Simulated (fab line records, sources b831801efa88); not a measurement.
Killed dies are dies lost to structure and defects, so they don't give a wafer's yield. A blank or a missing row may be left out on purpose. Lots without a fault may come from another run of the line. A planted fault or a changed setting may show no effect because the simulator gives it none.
fab line records | flow gf180mcu
record lots=5 wafers=15 last_day=34
route steps=602 shown SALICIDE@278 CONTACT@287 M1@315
lots that met no fault: from a run of the same line without faults
start_h: hours from the record's first day to the start of the lot's first wafer shown | wait_h: hours since the lot's step before | " the same as in the row above | L1.1+2: a row that stands for several wafers | - no value, or no start given | * or withheld: withheld | < > ~ a bound
route shown NAME@n: a module of which the file shows steps, and the number in the route of the first | usual: mean/standard deviation of fault-free wafers | same: alike in all rows | chamber/n: place in a boat | sites: the reading at each site | _std_site: their standard deviation | _edge_site: outer sites' mean less inner sites' | radius_mm: how far each site lies from the wafer's centre | mask NAME#n: copy n | behind: the tool/chamber that last shaped the wafer | hold: why the lot was held/for how many hours/how that ended | device: the transistor (n, p or np) that didn't switch | end of line: the same wafers' tests at the end of the route | a step without rows: its recipe alone | killed: dies lost to structure and defects at the first sort, not the wafer's yield | map: a wafer's dies, x killed, . not, _ none there
set.NAME: the setting as run; set.NAME@STEP: as run at that earlier step | model.NAME: the simulator's own value behind a step, which no gauge read
lots at some steps of the route; a table a step, a row a wafer
services: from which hour (start_h, from the record's first day; less than 0 if before it) a tool's chamber was out of use, for how many hours, and why
## steps
# step GF_SALICIDE_CLEAN_00
# recipe chemistry=SC1/SC2 mix=1:4:20 temp_c=70 time_s=150
# same time_s=150
# columns lot.wafer tool chamber start_h wait_h
L074.1+3+6 wet_bench-01 3 340.07 0.1
L075.2+3+5 wet_bench-04 0 347.09 0.1
L079.1+2+4 wet_bench-01 0 376.97 0.1
L094.2+3+6 wet_bench-01 1 517.56 0.1
L097.1+3+4 wet_bench-01 1 536.64 0.1
# step GF_SALICIDE_WET_ETCH_01
# recipe chemistry=dHF target_depth_nm=5 dry=ipa_marangoni target=SiO2 temp_c=25 dilution=100:1 time_s=100
# same time_s=100
# columns lot.wafer tool chamber start_h wait_h
L074.1+3+6 wet_bench-04 0 340.12 0.0
L075.2+3+5 wet_bench-01 2 347.14 0.0
L079.1+2+4 wet_bench-02 1 377.03 0.0
L094.2+3+6 wet_bench-04 1 517.61 0.0
L097.1+3+4 wet_bench-02 1 536.69 0.0
# step GF_SALICIDE_SPUTTER_02
# recipe material=Co target_thk_nm=10 power_w=1000 time_s=20 chamber_pressure_pa=0.4
# usual throttle_valve_pct=29.9/1.1
# same time_s=20
# columns lot.wafer tool chamber start_h wait_h throttle_valve_pct
L074.1 pvd_sputter-02 - 340.15 0.0 27.8
L074.3 " - " " 30.3
L074.6 " - " " 27.8
L075.2 pvd_sputter-02 - 347.18 0.0 30.6
L075.3 " - " " 30.2
L075.5 " - " " 27.5
L079.1 pvd_sputter-04 - 377.06 0.0 31.9
L079.2 " - " " 29.9
L079.4 " - " " 29.1
L094.2 pvd_sputter-04 - 517.65 0.0 30.1
L094.3 " - " " 30.2
L094.6 " - " " 30.5
L097.1 pvd_sputter-04 - 536.73 0.0 30.7
L097.3 " - " " 29.8
L097.4 " - " " 31.7
# step GF_SALICIDE_SPUTTER_03
# recipe material=TiN target_thk_nm=20 power_w=6500 time_s=16.7 chamber_pressure_pa=0.4
# usual throttle_valve_pct=29.9/1.1
# same time_s=16.7
# columns lot.wafer tool chamber start_h wait_h throttle_valve_pct
L074.1 pvd_sputter-02 - 340.18 0.0 27.9
L074.3 " - " " 30.7
L074.6 " - " " 27.5
L075.2 pvd_sputter-02 - 347.21 0.0 30.5
L075.3 " - " " 30.2
L075.5 " - " " 27.8
L079.1 pvd_sputter-04 - 377.09 0.0 31.8
L079.2 " - " " 30.1
L079.4 " - " " 29.2
L094.2 pvd_sputter-04 - 517.68 0.0 30.0
L094.3 " - " " 30.4
L094.6 " - " " 30.5
L097.1 pvd_sputter-04 - 536.76 0.0 30.4
L097.3 " - " " 29.8
L097.4 " - " " 31.8
# step GF_SALICIDE_RS_MEAS_04
# recipe thk_meas_gauge=four-point-probe reads=TiN_of_SALICIDE_SPUTTER_03+Co_of_SALICIDE_SPUTTER_02
# usual SALICIDE_TIN_RS=16.3/0.37
# columns lot.wafer tool chamber start_h wait_h SALICIDE_TIN_RS[ohm/sq]
L074.1 film_metro-02 - 340.21 0.0 16.2
L074.3 " - " " 16.6
L074.6 " - " " 16.4
L075.2 film_metro-02 - 347.25 0.0 17.0
L075.3 " - " " 16.8
L075.5 " - " " 16.3
L079.1 film_metro-04 - 377.12 0.0 16.0
L079.2 " - " " 16.1
L079.4 " - " " 15.9
L094.2 film_metro-02 - 517.73 0.0 15.9
L094.3 " - " " 15.7
L094.6 " - " " 15.7
L097.1 film_metro-01 - 536.78 0.0 15.7
L097.3 " - " " 16.1
L097.4 " - " " 16.2
# step GF_SALICIDE_THK_MEAS_05
# recipe thk_meas_gauge=xrf reads=TiN_of_SALICIDE_SPUTTER_03
# usual SALICIDE_TIN_THK=20.03/0.22
# columns lot.wafer tool chamber start_h wait_h SALICIDE_TIN_THK[nm]
L074.1 film_metro-02 - 340.33 0.1 19.99
L074.3 " - " " 20.29
L074.6 " - " " 20.08
L075.2 film_metro-02 - 347.36 0.1 19.71
L075.3 " - " " 19.59
L075.5 " - " " 19.67
L079.1 film_metro-04 - 377.24 0.1 20.23
L079.2 " - " " 20.35
L079.4 " - " " 20.15
L094.2 film_metro-02 - 517.84 0.1 20.08
L094.3 " - " " 20.27
L094.6 " - " " 20.22
L097.1 film_metro-01 - 536.90 0.1 19.98
L097.3 " - " " 19.84
L097.4 " - " " 19.88
# step GF_SALICIDE_RTA_06
# recipe temp_c=530 time_s=30 ambient=N2
# usual lamp_power_pct=6.05/0.15 wafer_temp_C_max=533.1/0.75
# same time_s=30
# columns lot.wafer tool chamber start_h wait_h lamp_power_pct wafer_temp_C_max
L074.1 rtp_anneal-02 0 340.39 0.1 5.86 533.3
L074.3 " 0 " " 5.86 533.4
L074.6 " 0 " " 5.86 534.0
L075.2 rtp_anneal-02 0 347.43 0.1 5.86 534.0
L075.3 " 0 " " 5.86 534.1
L075.5 " 0 " " 5.86 534.4
L079.1 rtp_anneal-01 0 377.30 0.1 6.17 533.0
L079.2 " 0 " " 6.17 533.4
L079.4 " 0 " " 6.18 532.3
L094.2 rtp_anneal-01 0 517.90 0.1 6.17 532.6
L094.3 " 0 " " 6.17 532.7
L094.6 " 0 " " 6.16 533.3
L097.1 rtp_anneal-01 0 536.96 0.1 6.17 532.1
L097.3 " 0 " " 6.18 533.0
L097.4 " 0 " " 6.17 532.6
# step GF_SALICIDE_WET_ETCH_07
# recipe chemistry=SPM target_depth_nm=120 dry=n2_spin
# columns lot.wafer tool chamber start_h wait_h
L074.1+3+6 wet_bench-04 2 340.49 0.1
L075.2+3+5 wet_bench-04 1 347.51 0.1
L079.1+2+4 wet_bench-02 1 377.40 0.1
L094.2+3+6 wet_bench-02 3 517.99 0.1
L097.1+3+4 wet_bench-04 1 537.06 0.1
# step GF_SALICIDE_RTA_08
# recipe temp_c=800 time_s=30 ambient=N2
# usual lamp_power_pct=16.6/0.41 wafer_temp_C_max=805.0/1.2
# same time_s=30
# columns lot.wafer tool chamber start_h wait_h lamp_power_pct wafer_temp_C_max
L074.1 rtp_anneal-01 0 340.58 0.0 17.1 805.6
L074.3 " 0 " " 17.1 803.2
L074.6 " 0 " " 17.1 805.2
L075.2 rtp_anneal-01 0 347.62 0.0 17.1 805.2
L075.3 " 0 " " 17.2 805.1
L075.5 " 0 " " 17.2 804.5
L079.1 rtp_anneal-02 0 377.49 0.0 16.3 804.3
L079.2 " 0 " " 16.2 806.7
L079.4 " 0 " " 16.3 807.1
L094.2 rtp_anneal-02 0 518.10 0.0 16.3 803.8
L094.3 " 0 " " 16.3 803.9
L094.6 " 0 " " 16.3 806.0
L097.1 rtp_anneal-02 0 537.16 0.0 16.3 804.9
L097.3 " 0 " " 16.3 806.1
L097.4 " 0 " " 16.2 805.3
# step GF_CONTACT_CVD_00
# recipe material=SiO2 target_thk_nm=300 sigma_open_frac=0.3 temp_c=400 time_s=50 sih4_flow_sccm=60 pressure_mtorr=6
# usual pressure_mtorr=6.000/0.012
# same time_s=50
# columns lot.wafer tool chamber start_h wait_h pressure_mtorr
L074.1 hdpcvd-02 0 340.68 0.1 5.966
L074.3 " 1 " " 5.992
L074.6 " 1 " " 6.001
L075.2 hdpcvd-02 2 347.70 0.1 5.997
L075.3 " 0 " " 6.015
L075.5 " 2 " " 6.011
L079.1 hdpcvd-02 0 377.59 0.1 6.027
L079.2 " 1 " " 6.001
L079.4 " 1 " " 6.025
L094.2 hdpcvd-01 1 518.19 0.1 5.989
L094.3 " 2 " " 5.995
L094.6 " 2 " " 5.978
L097.1 hdpcvd-01 2 537.26 0.1 6.004
L097.3 " 1 " " 6.015
L097.4 " 1 " " 6.018
# step GF_CONTACT_THK_MEAS_01
# recipe reads=SiO2_of_CONTACT_CVD_00
# usual CONTACT_CVD_00_THK=297/4
# columns lot.wafer tool chamber start_h wait_h CONTACT_CVD_00_THK[nm]
L074.1 film_metro-01 - 340.72 0.0 293
L074.3 " - " " 294
L074.6 " - " " 292
L075.2 film_metro-01 - 347.76 0.0 293
L075.3 " - " " 285
L075.5 " - " " 293
L079.1 film_metro-02 - 377.63 0.0 295
L079.2 " - " " 292
L079.4 " - " " 295
L094.2 film_metro-03 - 518.24 0.0 300
L094.3 " - " " 301
L094.6 " - " " 296
L097.1 film_metro-03 - 537.30 0.0 300
L097.3 " - " " 295
L097.4 " - " " 297
# step GF_CONTACT_CVD_02
# recipe material=SiO2 target_thk_nm=860 precursor=TEOS temp_c=400 time_s=95.992 rf_w=600
# usual heater_power_w=649/76 rf_fwd_power_W=596.0/2
# same time_s=95.992
# columns lot.wafer tool chamber start_h wait_h heater_power_w rf_fwd_power_W
L074.1 pecvd-03 2 340.78 0.1 630 597.2
L074.3 " 0 " " 658 597.5
L074.6 " 2 " " 705 594.4
L075.2 pecvd-04 1 347.81 0.0 733 597.1
L075.3 " 2 " " 584 598.1
L075.5 " 0 " " 448 596.0
L079.1 pecvd-02 2 377.69 0.1 731 594.5
L079.2 " 1 " " 682 597.7
L079.4 " 0 " " 575 595.8
L094.2 pecvd-02 1 518.29 0.0 659 597.3
L094.3 " 0 " " 724 595.6
L094.6 " 2 " " 784 593.8
L097.1 pecvd-03 1 537.36 0.1 712 596.3
L097.3 " 2 " " 724 597.1
L097.4 " 1 " " 562 598.9
# step GF_CONTACT_THK_MEAS_03
# recipe reads=SiO2_of_CONTACT_CVD_02
# usual CONTACT_CVD_02_THK=856/9.6
# columns lot.wafer tool chamber start_h wait_h CONTACT_CVD_02_THK[nm]
L074.1 film_metro-03 - 340.85 0.0 850
L074.3 " - " " 825
L074.6 " - " " 853
L075.2 film_metro-02 - 347.89 0.0 850
L075.3 " - " " 858
L075.5 " - " " 866
L079.1 film_metro-03 - 377.76 0.0 852
L079.2 " - " " 850
L079.4 " - " " 874
L094.2 film_metro-02 - 518.37 0.0 839
L094.3 " - " " 848
L094.6 " - " " 870
L097.1 film_metro-01 - 537.43 0.0 862
L097.3 " - " " 855
L097.4 " - " " 862
# step GF_CONTACT_CMP_04
# recipe material=SiO2 down_force_psi=4 platen_rpm=60 pad_velocity_m_s=0.94248
# usual motor_current_A=12.2/1.5 retaining_ring_pressure_frac=1.001/0.0052 slurry_flow_ml_min=149.9/0.44 time_to_endpoint_s=110/5.6
# columns lot.wafer tool chamber start_h wait_h motor_current_A retaining_ring_pressure_frac slurry_flow_ml_min time_to_endpoint_s
L074.3 cmp-02 1 341.01 0.1 9.7 1.003 149.1 100
L074.1 " 2 " " 15.0 1.000 149.8 105
L074.6 " 3 " " 12.7 1.000 149.5 109
L075.2 cmp-01 3 347.99 0.1 11.7 0.996 149.8 112
L075.3 " 1 " " 10.4 0.995 150.2 116
L075.5 " 2 " " 11.5 1.005 149.3 115
L079.4 cmp-01 3 377.87 0.1 11.6 1.009 149.6 111
L079.1 " 0 " " 12.7 0.989 150.2 112
L079.2 " 1 " " 10.6 1.008 149.8 111
L094.3 cmp-02 1 518.47 0.1 10.0 0.996 149.5 106
L094.2 " 2 " " 13.9 0.996 150.2 97
L094.6 " 0 " " 13.7 0.991 149.6 111
L097.4 cmp-01 3 537.54 0.1 11.9 0.996 149.7 112
L097.3 " 0 " " 12.2 1.003 150.7 115
L097.1 " 1 " " 10.2 1.008 150.1 110
# step GF_CONTACT_BOW_MEAS_05
# recipe mode=bow
# usual CONTACT_BOW=64/6.8
# columns lot.wafer tool chamber start_h wait_h CONTACT_BOW[um]
L074.1 film_metro-01 - 341.21 0.1 56
L074.3 " - " " 53
L074.6 " - " " 67
L075.2 film_metro-01 - 348.26 0.2 64
L075.3 " - " " 59
L075.5 " - " " 66
L079.1 film_metro-01 - 378.12 0.1 60
L079.2 " - " " 76
L079.4 " - " " 74
L094.2 film_metro-01 - 518.74 0.2 77
L094.3 " - " " 64
L094.6 " - " " 71
L097.1 film_metro-03 - 537.79 0.1 61
L097.3 " - " " 65
L097.4 " - " " 70
# step GF_CONTACT_DEHYDRATE_06
# recipe temp_c=200 time_s=60
# same time_s=60
# columns lot.wafer tool chamber start_h wait_h
L074.1+3+6 litho_track-03 0 351.33 10.1
L075.2+3+5 litho_track-03 0 358.26 10.0
L079.1+2+4 litho_track-03 0 389.18 11.0
L094.2+3+6 litho_track-01 0 529.34 10.6
L097.1+3+4 litho_track-03 0 548.93 11.1
# step GF_CONTACT_HMDS_07
# recipe prime_time_s=60 prime_temp_c=120
# same prime_time_s=60
# columns lot.wafer tool chamber start_h wait_h
L074.1+3+6 litho_track-03 0 351.48 0.1
L075.2+3+5 litho_track-03 0 358.41 0.1
L079.1+2+4 litho_track-03 0 389.33 0.1
L094.2+3+6 litho_track-01 0 529.49 0.1
L097.1+3+4 litho_track-03 0 549.08 0.1
# step GF_CONTACT_COAT_08
# recipe resist=BARC temp_c=withheld time_s=withheld spin_rpm=withheld resist_thk_nm=withheld
# columns lot.wafer tool chamber start_h wait_h
L074.1+3+6 litho_track-03 0 351.63 0.1
L075.2+3+5 litho_track-03 0 358.56 0.1
L079.1+2+4 litho_track-03 0 389.48 0.1
L094.2+3+6 litho_track-01 0 529.64 0.1
L097.1+3+4 litho_track-03 0 549.23 0.1
# step GF_CONTACT_COAT_09
# recipe resist=KrF spin_rpm=withheld resist_thk_nm=1000
# columns lot.wafer tool chamber start_h wait_h
L074.1+3+6 litho_track-03 0 - -
L075.2+3+5 litho_track-03 0 - -
L079.1+2+4 litho_track-03 0 - -
L094.2+3+6 litho_track-01 0 - -
L097.1+3+4 litho_track-03 0 - -
# step GF_CONTACT_SOFTBAKE_10
# recipe temp_c=130 time_s=60 resist=KrF
# same time_s=60
# columns lot.wafer tool chamber start_h wait_h
L074.1+3+6 litho_track-03 0 - -
L075.2+3+5 litho_track-03 0 - -
L079.1+2+4 litho_track-03 0 - -
L094.2+3+6 litho_track-01 0 - -
L097.1+3+4 litho_track-03 0 - -
# step GF_CONTACT_EXPOSE_11
# recipe mask_id=Contact target_cd_nm=220 na=0.68 source_shape=conventional sigma_outer=0.6 dose_mj=38
# columns lot.wafer tool chamber start_h wait_h mask
L074.1+3+6 krf_scanner-01 0 - - Contact#0
L075.2+3+5 krf_scanner-02 0 - - Contact#0
L079.1+2+4 krf_scanner-01 0 - - Contact#0
L094.2+3+6 krf_scanner-01 0 - - Contact#0
L097.1+3+4 krf_scanner-02 0 - - Contact#0
# step GF_CONTACT_PEB_12
# recipe peb_temp_c=135 peb_time_s=86.75 resist=KrF
# columns lot.wafer tool chamber start_h wait_h
L074.1+3+6 litho_track-03 0 - -
L075.2+3+5 litho_track-01 0 - -
L079.1+2+4 litho_track-03 0 - -
L094.2+3+6 litho_track-04 0 - -
L097.1+3+4 litho_track-04 0 - -
# step GF_CONTACT_DEVELOP_13
# recipe develop_time_s=60 resist=KrF dev_temp_c=21
# same develop_time_s=60
# columns lot.wafer tool chamber start_h wait_h
L074.1+3+6 litho_track-03 0 362.28 0.2
L075.2+3+5 litho_track-01 0 370.14 0.2
L079.1+2+4 litho_track-03 0 401.63 0.2
L094.2+3+6 litho_track-04 0 540.88 0.2
L097.1+3+4 litho_track-04 0 560.05 0.2
# step GF_CONTACT_CD_MEAS_14
# recipe target_cd_nm=220
# usual cd_nm=219.6/1.3
# columns lot.wafer tool chamber start_h wait_h cd_nm
L074.1 cd_sem-01 - 362.43 0.1 220.5
L074.3 " - " " 220.6
L074.6 " - " " 221.1
L075.2 cd_sem-01 - 370.32 0.2 218.9
L075.3 " - " " 219.6
L075.5 " - " " 219.0
L079.1 cd_sem-01 - 401.78 0.1 220.3
L079.2 " - " " 220.7
L079.4 " - " " 220.0
L094.2 cd_sem-01 - 541.03 0.1 218.5
L094.3 " - " " 219.1
L094.6 " - " " 218.5
L097.1 cd_sem-01 - 560.20 0.1 218.6
L097.3 " - " " 218.7
L097.4 " - " " 217.5
# step GF_CONTACT_OVL_MEAS_15
# usual CONTACT_OVL=1/5.5
# columns lot.wafer tool chamber start_h wait_h CONTACT_OVL[nm]
L074.1 overlay-01 - 362.55 0.1 -8
L074.3 " - " " -9
L074.6 " - " " -3
L075.2 overlay-02 - 370.43 0.1 2
L075.3 " - " " 3
L075.5 " - " " 1
L079.1 overlay-01 - 401.90 0.1 -3
L079.2 " - " " 3
L079.4 " - " " 5
L094.2 overlay-01 - 541.13 0.1 -8
L094.3 " - " " -15
L094.6 " - " " -9
L097.1 overlay-01 - 560.32 0.1 6
L097.3 " - " " 4
L097.4 " - " " 9
# step GF_CONTACT_ETCH_16
# recipe chemistry=N2/H2 target_depth_a=withheld overetch_a=withheld time_s=withheld target=BARC ion_energy_ev=200 source_w=500 bias_w=100 pressure_mtorr=30 n2_flow_sccm=100 h2_flow_sccm=200
# usual drypump_motor_current_A=5.9/0.43 oes_product_au=0.855/0.0048 rf_fwd_power_W=493.8/2.5 throttle_valve_pct=13.223/0.0092
# columns lot.wafer tool chamber start_h wait_h drypump_motor_current_A oes_product_au rf_fwd_power_W throttle_valve_pct
L074.1 rie_diel-02 2 362.59 0.0 6.4 0.858 495.0 13.218
L074.3 " 3 " " 5.2 0.854 494.0 13.223
L074.6 " 0 " " 6.2 0.851 493.4 13.228
L075.2 rie_diel-02 2 370.46 0.0 6.4 0.851 491.8 13.225
L075.3 " 0 " " 6.2 0.852 492.9 13.225
L075.5 " 2 " " 6.4 0.851 493.2 13.229
L079.1 rie_diel-02 1 401.94 0.0 5.4 0.850 493.0 13.232
L079.2 " 3 " " 5.3 0.850 492.9 13.229
L079.4 " 3 " " 5.3 0.842 493.4 13.219
L094.2 rie_diel-01 0 541.16 0.0 5.5 0.864 490.5 13.223
L094.3 " 1 " " 6.2 0.856 493.0 13.214
L094.6 " 2 " " 5.3 0.862 495.7 13.206
L097.1 rie_diel-02 1 560.36 0.0 5.4 0.851 496.8 13.221
L097.3 " 0 " " 6.2 0.845 490.8 13.224
L097.4 " 2 " " 6.4 0.852 493.7 13.204
# step GF_CONTACT_ETCH_17
# recipe chemistry=C4F8/O2/Ar mask_material=KrF target=SiO2 stop_on=CoSi2 source_w=1500 bias_w=1200 pressure_mtorr=40 c4f8_flow_sccm=withheld O2_flow_sccm=6 Ar_flow_sccm=300 time_s=withheld target_depth_a=8600
# usual oes_product_au=0.813/0.0052 rf_fwd_power_W=1494/4.8
# columns lot.wafer tool chamber start_h wait_h oes_product_au rf_fwd_power_W
L074.1 rie_diel-02 2 - - 0.812 1483
L074.3 " 3 " " 0.816 1492
L074.6 " 0 " " 0.815 1494
L075.2 rie_diel-02 2 - - 0.813 1485
L075.3 " 0 " " 0.811 1496
L075.5 " 2 " " 0.819 1495
L079.1 rie_diel-02 1 - - 0.813 1499
L079.2 " 3 " " 0.810 1493
L079.4 " 3 " " 0.813 1489
L094.2 rie_diel-01 0 - - 0.811 1498
L094.3 " 1 " " 0.818 1486
L094.6 " 2 " " 0.814 1499
L097.1 rie_diel-02 1 - - 0.813 1492
L097.3 " 0 " " 0.814 1490
L097.4 " 2 " " 0.810 1490
# step GF_CONTACT_STRIP_18
# recipe chemistry=O2/N2 power_w=1400 pressure_mtorr=1500 platen_temp_c=250.9 o2_flow_sccm=3000 n2_flow_sccm=300 overash_fraction=0.5
# usual drypump_motor_current_A=5.71/0.12 heater_power_w=334/35 oes_product_au=0.580/0.0053
# same overash_fraction=0.5
# columns lot.wafer tool chamber start_h wait_h drypump_motor_current_A heater_power_w oes_product_au rf_hours_counter_h
L074.1 plasma_asher-02 1 362.75 - 5.81 301 0.573 68
L074.3 " 1 " " 5.81 295 0.578 -
L074.6 " 1 " " 5.80 298 0.573 -
L075.2 plasma_asher-02 0 370.62 - 5.55 334 0.576 69
L075.3 " 0 " " 5.54 327 0.579 -
L075.5 " 1 " " 5.80 299 0.577 -
L079.1 plasma_asher-01 1 402.10 - 5.73 352 0.576 77
L079.2 " 0 " " 5.58 303 0.582 77
L079.4 " 1 " " 5.71 360 0.572 -
L094.2 plasma_asher-01 1 541.32 - 5.70 353 0.579 90
L094.3 " 0 " " 5.63 300 0.577 -
L094.6 " 0 " " 5.65 297 0.581 -
L097.1 plasma_asher-01 0 560.52 - 5.64 289 0.580 92
L097.3 " 1 " " 5.70 361 0.576 -
L097.4 " 0 " " 5.65 302 0.576 -
# step GF_CONTACT_CLEAN_19
# recipe chemistry=SPM
# columns lot.wafer tool chamber start_h wait_h
L074.1+3+6 wet_bench-03 1 362.85 0.1
L075.2+3+5 wet_bench-03 2 370.72 0.1
L079.1+2+4 wet_bench-01 2 402.20 0.1
L094.2+3+6 wet_bench-03 0 541.42 0.1
L097.1+3+4 wet_bench-01 3 560.62 0.1
# step GF_CONTACT_CLEAN_20
# recipe chemistry=DIW
# columns lot.wafer tool chamber start_h wait_h
L074.1+3+6 wet_bench-01 3 362.95 0.0
L075.2+3+5 wet_bench-01 1 370.82 0.0
L079.1+2+4 wet_bench-02 1 402.29 0.0
L094.2+3+6 wet_bench-02 2 541.52 0.0
L097.1+3+4 wet_bench-02 1 560.72 0.0
# step GF_CONTACT_CLEAN_21
# recipe chemistry=dHF time_s=20 dilution=100:1 dry=ipa_marangoni
# same time_s=20
# columns lot.wafer tool chamber start_h wait_h
L074.1+3+6 wet_bench-03 3 363.05 0.0
L075.2+3+5 wet_bench-03 3 370.92 0.0
L079.1+2+4 wet_bench-01 1 402.40 0.0
L094.2+3+6 wet_bench-01 3 541.61 0.0
L097.1+3+4 wet_bench-03 2 560.81 0.0
# step GF_CONTACT_SPUTTER_22
# recipe material=Ti target_thk_nm=15 chamber_pressure_pa=5 power_w=2500 substrate_temp_c=200 time_s=80.02
# usual throttle_valve_pct=29.7/1.1
# same time_s=80.02
# columns lot.wafer tool chamber start_h wait_h throttle_valve_pct
L074.1 pvd_sputter-02 - 363.06 0.0 30.4
L074.3 " - " " 28.6
L074.6 " - " " 28.7
L075.2 pvd_sputter-03 - 370.93 0.0 28.5
L075.3 " - " " 31.0
L075.5 " - " " 30.1
L079.1 pvd_sputter-02 - 402.42 0.0 27.9
L079.2 " - " " 30.5
L079.4 " - " " 30.5
L094.2 pvd_sputter-04 - 541.62 0.0 29.7
L094.3 " - " " 29.2
L094.6 " - " " 29.2
L097.1 pvd_sputter-02 - 560.82 0.0 27.8
L097.3 " - " " 30.6
L097.4 " - " " 28.6
# step GF_CONTACT_SPUTTER_23
# recipe material=TiN target_thk_nm=10 chamber_pressure_pa=5 power_w=4000 time_s=40
# usual throttle_valve_pct=29.8/1.1
# same time_s=40
# columns lot.wafer tool chamber start_h wait_h throttle_valve_pct
L074.1 pvd_sputter-02 - 363.12 0.0 30.3
L074.3 " - " " 28.6
L074.6 " - " " 28.9
L075.2 pvd_sputter-03 - 370.99 0.0 28.3
L075.3 " - " " 31.1
L075.5 " - " " 30.2
L079.1 pvd_sputter-02 - 402.48 0.0 27.5
L079.2 " - " " 30.5
L079.4 " - " " 30.2
L094.2 pvd_sputter-04 - 541.68 0.0 30.1
L094.3 " - " " 29.2
L094.6 " - " " 29.4
L097.1 pvd_sputter-02 - 560.88 0.0 27.7
L097.3 " - " " 30.5
L097.4 " - " " 28.7
# step GF_CONTACT_CVD_24
# recipe material=W target_thk_nm=300 time_s=90.339 temp_c=400 pressure_torr=40
# usual heater_power_w=898/79
# same time_s=90.339
# columns lot.wafer tool chamber start_h wait_h heater_power_w
L074.1 cvd_w-02 1 363.16 0.0 946
L074.3 " 1 " " 969
L074.6 " 1 " " 955
L075.2 cvd_w-02 0 371.03 0.0 954
L075.3 " 0 " " 956
L075.5 " 1 " " 981
L079.1 cvd_w-01 1 402.52 0.0 958
L079.2 " 0 " " 796
L079.4 " 1 " " 962
L094.2 cvd_w-01 0 541.72 0.0 809
L094.3 " 0 " " 799
L094.6 " 0 " " 823
L097.1 cvd_w-01 1 560.92 0.0 988
L097.3 " 0 " " 802
L097.4 " 1 " " 995
# step GF_CONTACT_RS_MEAS_25
# recipe thk_meas_gauge=four-point-probe reads=W_of_CONTACT_CVD_24+TiN_of_CONTACT_SPUTTER_23+Ti_of_CONTACT_SPUTTER_22
# usual CONTACT_W_RS=0.383/0.0046
# columns lot.wafer tool chamber start_h wait_h CONTACT_W_RS[ohm/sq]
L074.1 film_metro-01 - 363.26 0.1 0.383
L074.3 " - " " 0.376
L074.6 " - " " 0.376
L075.2 film_metro-03 - 371.15 0.1 0.386
L075.3 " - " " 0.383
L075.5 " - " " 0.380
L079.1 film_metro-03 - 402.62 0.1 0.394
L079.2 " - " " 0.389
L079.4 " - " " 0.394
L094.2 film_metro-03 - 541.84 0.1 0.386
L094.3 " - " " 0.388
L094.6 " - " " 0.383
L097.1 film_metro-03 - 561.02 0.1 0.385
L097.3 " - " " 0.379
L097.4 " - " " 0.380
# step GF_CONTACT_THK_MEAS_26
# recipe thk_meas_gauge=xrf reads=W_of_CONTACT_CVD_24
# usual CONTACT_W_THK=310/4.2
# columns lot.wafer tool chamber start_h wait_h CONTACT_W_THK[nm]
L074.1 film_metro-01 - 363.38 0.1 309
L074.3 " - " " 315
L074.6 " - " " 316
L075.2 film_metro-03 - 371.26 0.1 312
L075.3 " - " " 310
L075.5 " - " " 311
L079.1 film_metro-03 - 402.74 0.1 304
L079.2 " - " " 308
L079.4 " - " " 303
L094.2 film_metro-03 - 541.95 0.1 307
L094.3 " - " " 307
L094.6 " - " " 311
L097.1 film_metro-03 - 561.14 0.1 308
L097.3 " - " " 310
L097.4 " - " " 310
# step GF_CONTACT_CMP_27
# recipe stop_on=SiO2 down_force_psi=3.5 platen_rpm=60 t_overpolish_s=15 target_thk_nm=0 pad_velocity_m_s=0.94248
# usual motor_current_A=10.8/1.2 overpolish_run_s=15.000/0.0087 retaining_ring_pressure_frac=1.000/0.0049 slurry_flow_ml_min=150.1/0.46 time_to_endpoint_s=74/3.4
# columns lot.wafer tool chamber start_h wait_h motor_current_A overpolish_run_s retaining_ring_pressure_frac slurry_flow_ml_min time_to_endpoint_s
L074.1 cmp-02 1 363.44 0.1 9.4 15.008 0.992 149.6 76
L074.3 " 0 " " 12.6 15.002 0.999 150.3 74
L074.6 " 1 " " 9.5 15.004 0.991 149.5 79
L075.3 cmp-02 3 371.36 0.1 12.5 15.018 1.000 150.7 80
L075.2 " 1 " " 8.8 14.995 0.994 149.4 76
L075.5 " 2 " " 13.3 15.005 1.007 149.8 75
L079.1 cmp-01 0 402.80 0.1 11.4 15.003 1.002 150.1 80
L079.2 " 1 " " 9.5 15.010 1.008 150.0 75
L079.4 " 3 " " 11.8 14.989 1.005 151.1 74
L094.2 cmp-01 3 542.00 0.0 11.4 15.009 0.996 149.8 68
L094.3 " 1 " " 9.3 14.993 0.995 149.6 73
L094.6 " 0 " " 11.7 15.017 1.006 150.7 75
L097.3 cmp-01 1 561.20 0.0 9.5 14.994 0.992 149.8 73
L097.4 " 2 " " 10.4 15.007 1.004 149.4 71
L097.1 " 3 " " 10.8 15.018 1.001 150.0 72
# step GF_M1_SPUTTER_00
# recipe material=Ti target_thk_nm=37.5 arriving_ion_energy_ev=80 substrate_temp_c=200 chamber_pressure_pa=2 power_w=4000 time_s=150
# usual throttle_valve_pct=30.2/0.83
# same time_s=150
# columns lot.wafer tool chamber start_h wait_h throttle_valve_pct
L074.1 pvd_sputter-03 - 363.74 0.2 31.3
L074.3 " - " " 30.4
L074.6 " - " " 28.4
L075.2 pvd_sputter-01 - 371.61 0.1 30.8
L075.3 " - " " 30.1
L075.5 " - " " 30.5
L079.1 pvd_sputter-01 - 403.10 0.2 30.9
L079.2 " - " " 30.4
L079.4 " - " " 30.7
L094.2 pvd_sputter-04 - 542.30 0.2 31.7
L094.3 " - " " 29.9
L094.6 " - " " 29.4
L097.1 pvd_sputter-01 - 561.50 0.1 30.5
L097.3 " - " " 30.3
L097.4 " - " " 30.0
## services
# columns tool chamber start_h hours kind
cmp-02 - 316.99 4.2 repair
krf_scanner-01 - 322.60 2.5 repair
cmp-01 - 323.13 1.5 repair
cmp-02 - 325.68 0.3 repair
cmp-01 - 331.65 4.6 repair
krf_scanner-01 - 340.92 1.3 pm
plasma_asher-01 - 347.33 2.2 repair
pvd_sputter-04 - 348.80 27.6 repair
krf_scanner-01 - 361.27 3.6 pm
cmp-01 - 365.85 1.1 repair
cmp-02 - 376.12 5.2 pm
krf_scanner-01 - 398.97 1.0 pm
pvd_sputter-04 - 407.97 6.6 repair
cmp-02 - 409.98 4.0 pm
rie_diel-02 3 412.20 5.8 repair
cmp-01 - 446.62 0.2 repair
pvd_sputter-04 - 465.24 1.7 repair
cmp-01 - 467.73 1.1 repair
rie_diel-02 - 468.35 0.7 repair
rie_diel-02 1 469.52 6.0 repair
pvd_sputter-02 - 499.19 5.2 repair
cmp-01 - 503.22 1.5 repair
cmp-02 - 525.08 1.7 repair
pvd_sputter-02 - 529.46 8.3 repair
## key
fault none
